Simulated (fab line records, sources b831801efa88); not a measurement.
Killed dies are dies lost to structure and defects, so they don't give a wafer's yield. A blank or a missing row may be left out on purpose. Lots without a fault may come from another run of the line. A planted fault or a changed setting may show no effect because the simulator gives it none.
Chamber matching | flow sky130 | SKY_LI_CONTACT_CMP_24 on cmp-01: 4 sister chambers
The step polishes, stops on PSG, t overpolish 20 s, target thk 0 nm. 14 wafers are shown with their chamber, then 7 later ones without.

WAFERS WITH THEIR CHAMBER
wafer  | chamber | motor_current_A (A) | time_to_endpoint_s (s) | overpolish_run_s (s)
L257.1 | 0       | 9.8                 | 95                     | 19.991
L257.2 | 3       | 12.1                | 101                    | 20.002
L257.4 | 1       | 9.4                 | 90                     | 19.990
L258.2 | 0       | 9.4                 | 97                     | 20.012
L258.4 | 2       | 14.4                | 97                     | 19.993
L258.5 | 1       | 9.4                 | 94                     | 20.018
L259.1 | 0       | 9.8                 | 90                     | 19.983
L259.5 | 2       | 14.0                | 91                     | 19.999
L259.6 | 1       | 9.8                 | 92                     | 19.985
L260.4 | 0       | 9.5                 | 96                     | 19.999
L260.5 | 3       | 12.4                | 102                    | 20.003
L260.6 | 0       | 10.2                | 93                     | 19.997
L263.1 | 0       | 10.0                | 92                     | 20.000
L263.4 | 1       | 9.9                 | 94                     | 20.002

SIGNATURES (means of the wafers above)
reading            | chamber 0 | chamber 1 | chamber 2 | chamber 3 | scatter within a chamber
motor_current_A    | 9.783     | 9.625     | 14.200    | 12.250    | 0.279
time_to_endpoint_s | 93.83     | 92.50     | 94.00     | 101.50    | 2.54
overpolish_run_s   | 19.99700  | 19.99875  | 19.99600  | 20.00250  | 0.0107
Rule: a wafer's distance from a chamber is the root of the sum, over the readings, of the square of ((its reading less the chamber's mean) divided by the reading's scatter). The wafer belongs to the nearest chamber; if the next one is less than 2 further off, it can't be placed. The scatter: the root of (the sum of the squares of (reading less its chamber's mean) over the shown wafers, divided by (wafers less chambers)).

WAFERS WITHOUT THEIR CHAMBER
wafer  | motor_current_A (A) | time_to_endpoint_s (s) | overpolish_run_s (s)
L263.6 | 13.2                | 98                     | 19.990
L265.2 | 13.5                | 94                     | 19.994
L265.5 | 9.7                 | 89                     | 19.992
L265.6 | 9.7                 | 90                     | 19.993
L267.1 | 12.5                | 97                     | 20.000
L267.3 | 10.2                | 89                     | 20.009
L267.4 | 10.0                | 89                     | 20.000

WHICH CHAMBER EACH WENT THROUGH
wafer  | from the rows above     | in truth
L263.6 | can't be placed: 3 or 2 | 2
L265.2 | 2                       | 2
L265.5 | can't be placed: 1 or 0 | 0
L265.6 | can't be placed: 1 or 0 | 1
L267.1 | 3                       | 3
L267.3 | can't be placed: 1 or 0 | 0
L267.4 | can't be placed: 1 or 0 | 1
Placed correctly: 2 of 7. Can't be placed from these rows: 5 (the true chamber is among the candidates in 5). Placed wrongly: 0.
